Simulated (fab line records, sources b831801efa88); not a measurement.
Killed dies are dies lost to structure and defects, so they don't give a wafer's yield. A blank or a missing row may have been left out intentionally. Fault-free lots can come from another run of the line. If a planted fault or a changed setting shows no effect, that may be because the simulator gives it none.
Which tool was responsible? | flow sky130 | 39 wafers from 13 lots sampled at 3 of the route's 708 steps

## WHAT THE GAUGES READ, wafer by wafer
SKY_VT_ADJUST_PCH_OVL_MEAS_07.
lot  | measured     | on         | VT_ADJUST_PCH_OVL (nm)
L182 | day 10 12:23 | overlay-02 | 0.0 -0.2 -0.9
L183 | day 10 17:37 | overlay-02 | 0.7 1.5 2.4
L184 | day 11 01:29 | overlay-01 | -2.2 -0.1 0.3
L188 | day 12 08:53 | overlay-01 | 1.9 0.9 2.5
L189 | day 12 10:53 | overlay-01 | 0.0 0.5 -0.7
L197 | day 15 02:11 | overlay-01 | -2.1 -0.2 2.5
L198 | day 15 07:51 | overlay-02 | -0.8 -1.7 -1.2
L200 | day 16 00:22 | overlay-01 | -1.1 -1.0 0.2
L201 | day 16 15:41 | overlay-02 | 0.0 -0.3 1.2
L202 | day 17 00:39 | overlay-02 | -0.8 -0.7 0.6
L203 | day 17 06:29 | overlay-01 | -0.9 0.5 1.4
L204 | day 17 07:53 | overlay-01 | 1.4 0.9 1.3
L205 | day 17 12:20 | overlay-02 | -1.3 -1.5 -1.7

SKY_VIA1_THK_MEAS_01.
lot  | measured     | on            | VIA1_HDPCVD_THK (nm)
L182 | day 32 20:48 | film_metro-03 | 1032 1018 1025
L183 | day 33 06:43 | film_metro-02 | 1023 1014 1028
L184 | day 33 16:11 | film_metro-02 | 1020 1012 1007
L188 | day 34 23:49 | film_metro-02 | 1028 1039 1025
L189 | day 34 21:28 | film_metro-03 | 1034 1047 1031
L197 | day 37 14:53 | film_metro-03 | 1014 1008 1007
L198 | day 37 16:13 | film_metro-03 | 1021 1022 1013
L200 | day 38 13:17 | film_metro-02 | 1018 1026 1028
L201 | day 38 20:47 | film_metro-03 | 1014 1030 1015
L202 | day 39 03:44 | film_metro-03 | 1019 1007 1003
L203 | day 39 12:05 | film_metro-01 | 1031 1023 1025
L204 | day 39 14:44 | film_metro-03 | 1015 1025 1023
L205 | day 39 17:26 | film_metro-03 | 1029 1037 1028

## EACH LOT AND THE TOOL THAT RAN IT (in order: tool; ch and the chambers of the sampled wafers; start)
lot  | SKY_CONTACT_CMP_04
L182 | cmp-02 ch 0,1,3, day 30 12:15
L183 | cmp-02 ch 1,2, day 30 19:59
L184 | cmp-01 ch 1,2,3, day 31 06:46
L188 | cmp-01 ch 0,1,3, day 32 15:55
L189 | cmp-01 ch 2,3, day 32 13:02
L197 | cmp-01 ch 1,2,3, day 35 07:18
L198 | cmp-01 ch 0,1,3, day 35 08:31
L200 | cmp-01 ch 0,1, day 36 06:23
L201 | cmp-01 ch 1,2, day 36 14:41
L202 | cmp-01 ch 0,1,3, day 36 21:07
L203 | cmp-01 ch 1,2,3, day 37 05:37
L204 | cmp-02 ch 0,1,3, day 37 08:04
L205 | cmp-02 ch 2,3, day 37 11:43
- SKY_CONTACT_CMP_04: polishes SiO2.

## AS READ BY THE TOOLS THEMSELVES (means over the sampled wafers that have a number; for cases with no such wafer, the mark the record gives instead)
SKY_CONTACT_CMP_04.
lot  | tool   | head_pressure_psi (psi) | motor_current_A (A) | time_to_endpoint_s (s)
L182 | cmp-02 | 4.007                   | 11.6                | 80
L183 | cmp-02 | 4.010                   | 12.1                | 79
L184 | cmp-01 | 4.002                   | 12.2                | 82
L188 | cmp-01 | 3.320                   | 9.7                 | 106
L189 | cmp-01 | 3.322                   | 10.6                | 102
L197 | cmp-01 | 3.996                   | 11.9                | 83
L198 | cmp-01 | 4.001                   | 11.5                | 85
L200 | cmp-01 | 4.002                   | 10.9                | 81
L201 | cmp-01 | 3.998                   | 11.8                | 87
L202 | cmp-01 | 3.997                   | 11.5                | 91
L203 | cmp-01 | 4.000                   | 12.1                | 81
L204 | cmp-02 | 4.003                   | 11.5                | 91
L205 | cmp-02 | 4.006                   | 11.2                | 88

## THE ANSWER, worked out from the rows above alone
Rule: the usual values come from the lots themselves. The widest of any qualifying gaps counts: lots, ordered by their means at a reading, are off when they make up no more than a third of the lots, leave a main group of 4 or more, and stand apart from it by 3 or more times the standard deviation of that group's means. Not used: any main group whose means are identical at the precision the tables above print for the reading. A lot without any number at a reading at which 4 lots or more have one is off too. Where the step has rows for the other lots, those lots are counted as sound. First the gauges in route order, then the tools' own readings, where a lot's mean is used as printed above. The first step at which some lot is off is used, and at that step the reading that is off furthest; a lot without a number counts as furthest.
Off: L188, L189 (SKY_CONTACT_CMP_04, head_pressure_psi). The main group: mean 4.002 psi, standard deviation 0.0041.
A tool fits if, at that step or a process step before it, it ran every lot that is off, and no sound lot after the first of them. None of those tried fits.

## WHAT HAD BEEN PUT IN BY THE SIMULATOR
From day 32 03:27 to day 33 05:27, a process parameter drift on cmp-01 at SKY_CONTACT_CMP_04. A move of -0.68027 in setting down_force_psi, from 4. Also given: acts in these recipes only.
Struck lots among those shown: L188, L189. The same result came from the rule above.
